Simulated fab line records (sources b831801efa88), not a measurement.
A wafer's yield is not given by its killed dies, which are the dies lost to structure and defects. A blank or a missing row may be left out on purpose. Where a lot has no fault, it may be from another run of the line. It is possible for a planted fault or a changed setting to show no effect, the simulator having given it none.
Code-filled problem report in 8D (eight disciplines) form ; flow sky130 ; the parts of the form that need people (team, actions taken, sign-off) are left out

## 1. WHAT IS WRONG
At SKY_PAD_OPEN_PROBE_99, killed_at_M4_up averages 29.0 over 4 wafers from 2 lots, while fault-free wafers read 3.4, standard deviation 2. That is +13 standard deviations from the usual mean.
First seen on wafer L250.2, day 50 03:53, on prober-02. At this step, 36 wafers from 12 lots have a number in the record. By rule, "out" or "out of limits" means more than 4 standard deviations away from the usual mean. Any other wafer with a number is counted as sound.

## 2. WHAT IT IS, AND WHAT IT ISN'T
question;is;is not
which readings at this step;killed_at_M4_up;killedAtContacts, killedAtFrontEnd, killedAtOther, killedOpen, killedShort
which lots;L250, L253;L232, L233, L234, L236, L237, L239, L240, L243, L244, L255
which wafers of those lots;L250.2, L250.4, L253.1, L253.5;L250.5, L253.4
read on which tools;prober-02;-
when;from day 50 03:53;"up to then (27 sound wafers); but 5 sound wafers of L250, L253, L255 came after"

## 3. WHAT RULES OUT EACH SUSPECT
Counting: a tool at a process step up to the reading stays a suspect if it ran every lot that is out. Sound lots after the first of them don't rule it out here, since some wafers of a struck lot are sound.
- plasmaAsher-02 at SKY_VIA4_STRIP_13 (strips in O2/N2): kept. It ran every lot that is out, first L250 (day 47 17:51); its last sound lot up to then is L244 (day 46 04:48).
- pecvd-02 at SKY_PASSIVATION_CVD_02 (deposits Si3N4, target thk 540 nm): kept. It ran every lot that is out, first L250 (day 48 14:52); its last sound lot up to then is L232 (day 43 15:12).
- prober-02 at SKY_PAD_OPEN_PROBE_99: kept. It ran every lot that is out, first L250 (day 50 03:53); its last sound lot up to then is L244 (day 48 21:26). Its own readings are out on those wafers: killed_at_M4_up.
- Within plasmaAsher-02 at SKY_VIA4_STRIP_13: the wafers that are out ran in chamber 0; their sound lot-mates ran in chamber 1.
After the count, these remain: plasmaAsher-02 at SKY_VIA4_STRIP_13, pecvd-02 at SKY_PASSIVATION_CVD_02 and prober-02 at SKY_PAD_OPEN_PROBE_99.

## 4. THE CAUSE (what the simulator had put in)
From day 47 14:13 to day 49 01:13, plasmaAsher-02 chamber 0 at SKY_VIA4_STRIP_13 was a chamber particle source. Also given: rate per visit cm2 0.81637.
Counting leaves 3 suspects; this tool is one of them.

## 5. SEQUENCE OF EFFECTS, ordered by route
One row per reading whose mean, taken over the struck wafers that have a number, lies over 3 standard deviations from the usual. Only readings whose record carries a usual standard deviation are examined. hours: median over the lots of the time between each lot's start at the first step of this table that gives one and its start at this step. sigmas: the change, counted in usual standard deviations.
hours;step;reading;usual;on struck wafers;change;sigmas
0;SKY_PAD_OPEN_PROBE_99;killed_at_M4_up;3.4;29.0;+25.6;+13
Here are the process steps it includes:
- SKY_PAD_OPEN_PROBE_99

## 6. WHAT WOULD HAVE CAUGHT IT SOONER
62 hours passed between the start of the fault at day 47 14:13 and the first reading out of limits in this record, taken at day 50 03:53.
An alarm limit of 4 standard deviations would not have fired on the tool readings at SKY_VIA4_STRIP_13 for which the record gives a usual standard deviation, since none of them was out on any struck wafer.
All the lots that are out (2) had begun SKY_VIA4_STRIP_13 on plasmaAsher-02 by day 50 03:53. None of them would have been spared by holding the tool at that moment.
